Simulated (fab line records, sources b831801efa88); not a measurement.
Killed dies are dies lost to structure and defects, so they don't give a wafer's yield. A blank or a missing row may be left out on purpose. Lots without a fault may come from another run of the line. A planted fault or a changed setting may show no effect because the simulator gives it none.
Which tool did it? | flow gf180mcu | 6 lots, 18 wafers sampled, at 4 steps of a route of 602

WHAT THE GAUGES READ, wafer by wafer
GF_V1_THK_MEAS_03.
lot  | measured     | on            | V1_CVD_02_THK (nm)
L681 | day 18 19:18 | film_metro-02 | 849 860 886
L683 | day 19 07:41 | film_metro-03 | 858 876 880
L686 | day 20 13:01 | film_metro-03 | 841 854 845
L688 | day 21 04:41 | film_metro-03 | 834 843 842
L696 | day 24 01:55 | film_metro-01 | 853 853 854
L699 | day 25 01:43 | film_metro-03 | 861 851 849

WHICH TOOL RAN EACH LOT (tool, then ch and the chambers of the sampled wafers, then the start)
lot  | GF_VT_IMPLANT_SOFTBAKE_03         | GF_VT_IMPLANT_STRIP_09               | GF_M1_SPUTTER_01
L681 | litho_track-02 ch 0, day 6 09:21  | plasma_asher-03 ch 0,1, day 6 17:11  | pvd_sputter-04, day 17 17:54
L683 | litho_track-04 ch 0, day 6 19:37  | plasma_asher-03 ch 0,1, day 7 03:26  | pvd_sputter-02, day 18 06:43
L686 | litho_track-01 ch 0, day 7 13:49  | plasma_asher-03 ch 0,1, day 7 21:35  | pvd_sputter-04, day 19 11:19
L688 | litho_track-01 ch 0, day 8 00:46  | plasma_asher-01 ch 0,1, day 8 09:11  | pvd_sputter-01, day 20 03:13
L696 | litho_track-01 ch 0, day 10 02:53 | plasma_asher-01 ch 0,1, day 10 12:46 | pvd_sputter-04, day 23 02:10
L699 | litho_track-04 ch 0, day 10 19:56 | plasma_asher-04 ch 0,1, day 11 05:26 | pvd_sputter-01, day 24 02:20
- GF_VT_IMPLANT_SOFTBAKE_03: time 60 s.
- GF_VT_IMPLANT_STRIP_09: strips in O2/N2.
- GF_M1_SPUTTER_01: material TiN, target thk 30 nm, time 25 s.

THE ANSWER, worked out from the rows above alone
Rule: what is usual is taken from the lots themselves. Put in order of their means at a reading, lots are off if they are a third of the lots or fewer, leave a main group of 4 or more, and stand apart from it by a gap of 3 or more times the standard deviation of the main group's means; of several such gaps the widest counts. A main group whose means are all the same, to the digits that the tables above print for the reading, isn't used. A lot without any number at a reading at which 4 lots or more have one is off too. The other lots that the step has rows for count as sound.
No lot is off at any reading shown: from this, nothing can be told.

WHAT THE SIMULATOR HAD PUT IN
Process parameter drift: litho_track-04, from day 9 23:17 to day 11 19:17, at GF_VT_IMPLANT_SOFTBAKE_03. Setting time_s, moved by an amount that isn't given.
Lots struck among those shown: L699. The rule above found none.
